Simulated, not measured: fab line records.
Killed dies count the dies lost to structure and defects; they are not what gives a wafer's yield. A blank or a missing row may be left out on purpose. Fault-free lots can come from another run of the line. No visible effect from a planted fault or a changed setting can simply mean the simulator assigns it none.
A struck lot beside a sound one	flow gf180mcu	16 out of 602 route steps
Sound: wafers L373.1, L373.3, L373.5. Struck: wafer L385.4. The cause comes at the end.
At each step with rows: each side's tool, then ch and its chambers, then its first start. Under that, the readings that differ: sound wafers	struck wafers	difference of the means	sigmas: that difference in standard deviations of wafers without a fault.
alike: readings with means less than 2 such deviations apart, plus words and numbers identical on both sides. not compared: withheld readings, readings lacking a value on some wafer, bounds such as >300 that could conceal the same value, and numbers that have no deviation in the record and whose values overlap.
A row with sigmas, a row that says differs or no value, or rows on one side alone: a step with any of these is where the two part. Numbers that have no deviation but don't overlap get no sigmas and don't part them. A reading that every wafer of one side lacks parts them only if that side has two wafers or more.

first, 3 steps without rows for these wafers: GF_V2_EXPOSE_11 (exposes mask Via2, target cd 260 nm); GF_V2_PEB_12 (peb time 90 s); GF_V2_DEVELOP_13 (develop time 60 s).
GF_V2_CD_MEAS_14 targets a cd of 260 nm.
  sound on cdSem-02, day 20 03:01; struck on cdSem-02, day 25 05:26
  alike: cdNm
GF_V2_OVL_MEAS_15:
  sound on overlay-01, day 20 03:08; struck on overlay-02, day 25 05:31
  alike: V2_OVL
GF_V2_ETCH_16: etches BARC in N2/H2.
  sound on rieDiel-02 ch 0,2, day 20 03:11; struck on rieDiel-03 ch 0, day 25 05:32
  alike: drypumpMotorCurrentA, oesProductAu, throttleValvePct
GF_V2_ETCH_17: etches SiO2 in C4F8/O2/Ar, stops on TiN, target depth 630 nm.
  sound: rieDiel-02 ch 0,2; struck: rieDiel-03 ch 0
  alike: oesProductAu
GF_V2_STRIP_18: strips in O2/N2.
  sound on plasmaAsher-03 ch 0,1, day 20 03:19; struck on plasmaAsher-04 ch 0, day 25 05:41
reading	sound	struck	difference	sigmas
o2FlowSccm (sccm)	3004 2999 3022	2979	-29	-3
  alike: drypumpMotorCurrentA, heaterPowerW, oesProductAu
  not compared: rfHoursCounterH
then, 2 steps without rows for these wafers: GF_V2_STRIP_19 (strips in post etch residue remover, time 1200 s); GF_V2_CLEAN_20 (cleans in DIW).
GF_V2_SPUTTER_21: material Ti, target thk 15 nm, time 80.02 s.
  sound on pvdSputter-02, day 20 03:50; struck on pvdSputter-02, day 25 06:11
reading	sound	struck	difference	sigmas
throttleValvePct (%)	27.0 29.8 27.3	31.6	+3.6	+3
GF_V2_SPUTTER_22: material TiN, target thk 10 nm, time 40 s.
  sound on pvdSputter-02, day 20 03:54; struck on pvdSputter-02, day 25 06:15
reading	sound	struck	difference	sigmas
throttleValvePct (%)	27.4 29.4 27.3	31.4	+3.4	+3
GF_V2_CVD_23: deposits W, target thk 350 nm, time 104.94 s.
  sound on cvdW-01 ch 1, day 20 03:56; struck on cvdW-01 ch 0, day 25 06:20
reading	sound	struck	difference	sigmas
chamberPressureTorr (Torr)	40.02 40.13 40.06	37.38	-2.69	-36
model.W_of_V2_CVD_23.thkNm (nm)	352 344.9 348	336	-12	
  alike: heaterPowerW
GF_V2_RS_MEAS_24: the measuring method here is four-point-probe.
  sound on filmMetro-03, day 20 04:04; struck on filmMetro-03, day 25 06:28
reading	sound	struck	difference	sigmas
V2_W_RS (ohm/sq)	0.326 0.333 0.331	0.342	+0.012	+4
GF_V2_THK_MEAS_25: measures by xrf.
  sound on filmMetro-03, day 20 04:11; struck on filmMetro-03, day 25 06:33
reading	sound	struck	difference	sigmas
V2_W_THK (nm)	360 355 358	343	-15	-3
GF_PASSIVATION_PROBE_99:
  sound wafers here have rows in the record (prober-01, day 28 21:02); struck ones have none

== WHERE THEY PART ==
At GF_V2_STRIP_18 first; at GF_PASSIVATION_PROBE_99 last (within this record only).

WHY: what the simulator had put in
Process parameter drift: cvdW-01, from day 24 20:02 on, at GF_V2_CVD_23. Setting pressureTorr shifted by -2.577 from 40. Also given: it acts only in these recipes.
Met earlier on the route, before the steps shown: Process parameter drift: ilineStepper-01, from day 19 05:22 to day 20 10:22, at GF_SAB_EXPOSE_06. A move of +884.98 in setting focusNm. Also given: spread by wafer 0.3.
